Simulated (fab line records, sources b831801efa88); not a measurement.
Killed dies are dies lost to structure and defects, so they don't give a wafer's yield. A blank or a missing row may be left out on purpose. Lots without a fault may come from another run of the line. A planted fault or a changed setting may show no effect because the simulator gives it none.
Which tool did it? | flow gf180mcu | 14 lots, 42 wafers sampled, at 5 steps of a route of 602

WHAT THE GAUGES READ, wafer by wafer
GF_STI_BOW_MEAS_00. Usual: INCOMING_BOW -1 um, standard deviation 6.4.
lot  | measured    | on            | INCOMING_BOW (um) | flag
L915 | day 1 20:01 | film_metro-02 | -3 -9 -1          |
L916 | day 2 01:00 | film_metro-01 | 10 -3 1           |
L917 | day 2 06:00 | film_metro-03 | -7 -1 1           |
L918 | day 2 11:02 | film_metro-03 | -1 3 0            |
L919 | day 2 16:00 | film_metro-01 | 8 -3 9            |
L928 | day 4 13:02 | film_metro-01 | -4 -13 2          |
L929 | day 4 18:00 | film_metro-02 | 6 -14 3           |
L930 | day 4 23:01 | film_metro-02 | -1 5 3            |
L931 | day 5 04:00 | film_metro-02 | -12 2 11          |
L932 | day 5 09:00 | film_metro-01 | -6 -5 5           |
L933 | day 5 14:00 | film_metro-02 | 2 -3 -2           |
L934 | day 5 19:00 | film_metro-02 | -4 -3 -5          |
L935 | day 6 00:00 | film_metro-03 | -1 -6 -2          |
L936 | day 6 05:00 | film_metro-03 | 0 -5 -1           |

GF_VT_IMPLANT_OVL_MEAS_29. Usual: VT_IMPLANT_02_OVL -0.7 nm, standard deviation 1.4.
lot  | measured     | on         | VT_IMPLANT_02_OVL (nm) | flag
L915 | day 7 07:27  | overlay-02 | -1.6 -0.9 -0.4         |
L916 | day 7 16:31  | overlay-01 | 2.0 -1.7 1.0           |
L917 | day 7 20:31  | overlay-01 | -1.1 -2.6 -2.6         |
L918 | day 8 06:05  | overlay-01 | 1.9 1.0 -0.1           |
L919 | day 8 11:02  | overlay-02 | -2.0 -0.8 -1.2         |
L928 | day 11 01:51 | overlay-02 | -3.1 -1.8 -4.6         |
L929 | day 11 07:11 | overlay-02 | -0.8 -3.5 -0.7         |
L930 | day 11 13:42 | overlay-02 | -2.5 -1.7 -3.1         |
L931 | day 11 17:28 | overlay-02 | -0.3 0.6 -0.7          |
L932 | day 12 02:38 | overlay-02 | -0.6 -0.7 -0.5         |
L933 | day 12 10:17 | overlay-02 | -0.9 0.3 -2.0          |
L934 | day 12 18:19 | overlay-01 | -0.1 -0.8 0.8          |
L935 | day 13 08:17 | overlay-02 | 0.7 0.3 2.1            |
L936 | day 13 08:37 | overlay-02 | -0.7 -1.3 -0.9         |

GF_DUAL_GATE_THK_MEAS_03. Usual: DUAL_GATE_OXIDATION_00_THK 11.01 nm, standard deviation 0.2.
lot  | measured     | on            | DUAL_GATE_OXIDATION_00_THK (nm)     | flag
L915 | day 8 01:00  | film_metro-01 | 11.24 11.21 11.07                   |
L916 | day 8 11:31  | film_metro-01 | 10.83 11.04 10.73                   |
L917 | day 8 14:54  | film_metro-03 | 10.86 10.94 10.86                   |
L918 | day 9 01:55  | film_metro-03 | 13.66 13.82 13.83 13.70 13.79 13.78 | OFF
L919 | day 9 07:13  | film_metro-01 | 14.28 14.35 14.16 14.30 14.31 14.10 | OFF
L928 | day 11 23:50 | film_metro-03 | 11.02 10.65 10.88                   |
L929 | day 12 04:35 | film_metro-01 | 11.27 11.26 11.10                   |
L930 | day 12 10:59 | film_metro-01 | 11.32 11.27 11.14                   |
L931 | day 12 17:18 | film_metro-03 | 10.97 10.99 10.88                   |
L932 | day 13 00:59 | film_metro-03 | 11.13 11.31 11.27                   |
L933 | day 13 08:23 | film_metro-02 | 11.09 10.96 11.09                   |
L934 | day 13 16:13 | film_metro-02 | 11.01 11.06 11.28                   |
L935 | day 14 07:59 | film_metro-03 | 11.00 11.11 11.11                   |
L936 | day 14 08:56 | film_metro-03 | 10.85 10.93 10.97                   |

GF_PSD_OVL_MEAS_08. Usual: PSD_OVL 0.6 nm, standard deviation 1.5.
lot  | measured     | on         | PSD_OVL (nm)   | flag
L915 | day 14 15:31 | overlay-01 | -0.5 -0.9 0.4  |
L916 | day 15 05:37 | overlay-02 | -2.4 -0.3 -0.4 |
L917 | day 15 08:43 | overlay-01 | 0.9 -1.5 1.8   |
L918 | day 15 22:43 | overlay-02 | 0.4 0.7 1.1    |
L919 | day 16 08:19 | overlay-02 | 3.6 1.6 1.3    |
L928 | day 19 17:08 | overlay-02 | 5.9 1.9 2.5    |
L929 | day 19 21:43 | overlay-02 | 1.0 -0.3 -0.5  |
L930 | day 20 04:07 | overlay-02 | 1.8 0.1 -1.0   |
L931 | day 20 13:28 | overlay-02 | -0.4 0.9 -1.5  |
L932 | day 20 23:37 | overlay-02 | 1.2 2.6 3.0    |
L933 | day 21 05:04 | overlay-01 | 0.7 0.6 2.3    |
L934 | day 21 17:08 | overlay-02 | -2.2 -3.1 -0.2 |
L935 | day 22 12:25 | overlay-01 | 0.2 1.2 0.2    |
L936 | day 22 13:55 | overlay-01 | 4.1 1.5 5.0    |

WHICH TOOL RAN EACH LOT (tool, then ch and the chambers of the sampled wafers, then the start)
lot  | GF_DUAL_GATE_OXIDATION_02
L915 | furnace-01 ch 0, day 7 23:32
L916 | furnace-02 ch 0, day 8 10:04
L917 | furnace-02 ch 0, day 8 13:27
L918 | furnace-02 ch 0, day 9 00:26
L919 | furnace-02 ch 0, day 9 05:46
L928 | furnace-02 ch 0, day 11 22:22
L929 | furnace-01 ch 0, day 12 03:08
L930 | furnace-01 ch 0, day 12 09:32
L931 | furnace-01 ch 0, day 12 15:52
L932 | furnace-01 ch 0, day 12 23:32
L933 | furnace-01 ch 0, day 13 06:57
L934 | furnace-01 ch 0, day 13 14:46
L935 | furnace-01 ch 0, day 14 06:32
L936 | furnace-02 ch 0, day 14 07:29
- GF_DUAL_GATE_OXIDATION_02: stabilise 600 s, purge 300 s, target thk 10.887 nm.

WHAT THE TOOLS THEMSELVES READ (means of the sampled wafers that have a number; where no wafer has one, the mark that the record gives instead)
GF_DUAL_GATE_OXIDATION_02. Usual: ox_temp_c 900.0 C, standard deviation 0.45; spike_tc_top_C 915.2 C, standard deviation 2.5.
lot  | tool       | ox_temp_c (C) | spike_tc_top_C (C) | flag
L915 | furnace-01 | 899.7         | 912.3              |
L916 | furnace-02 | 900.2         | 918.1              |
L917 | furnace-02 | 900.2         | 916.3              |
L918 | furnace-02 | 899.7         | 916.8              |
L919 | furnace-02 | 900.2         | 917.2              |
L928 | furnace-02 | 900.0         | 917.4              |
L929 | furnace-01 | 900.3         | 912.8              |
L930 | furnace-01 | 899.3         | 912.6              |
L931 | furnace-01 | 899.9         | 913.0              |
L932 | furnace-01 | 900.0         | 914.5              |
L933 | furnace-01 | 900.0         | 912.3              |
L934 | furnace-01 | 900.5         | 912.7              |
L935 | furnace-01 | 900.1         | 913.9              |
L936 | furnace-02 | 899.7         | 917.2              |

THE ANSWER, worked out from the rows above alone
Rule: a lot is off if the mean of its wafers that have a number lies more than 3 standard deviations from the usual mean. A lot without any number at a reading at which 4 lots or more have one is off too. The other lots that the step has rows for count as sound. The gauges are gone through in route order, then the tools' own readings, and for those a lot's mean is taken as printed above. The first step at which some lot is off is used, and at that step the reading that is off furthest; a lot without a number counts as furthest.
Off: L918, L919, at GF_DUAL_GATE_THK_MEAS_03 (DUAL_GATE_OXIDATION_00_THK).
A tool fits if, at a process step before that reading, it ran every lot that is off, and no sound lot after the first of them. The gauges at GF_DUAL_GATE_THK_MEAS_03 are tried like those tools. None of those tried fits.

WHAT THE SIMULATOR HAD PUT IN
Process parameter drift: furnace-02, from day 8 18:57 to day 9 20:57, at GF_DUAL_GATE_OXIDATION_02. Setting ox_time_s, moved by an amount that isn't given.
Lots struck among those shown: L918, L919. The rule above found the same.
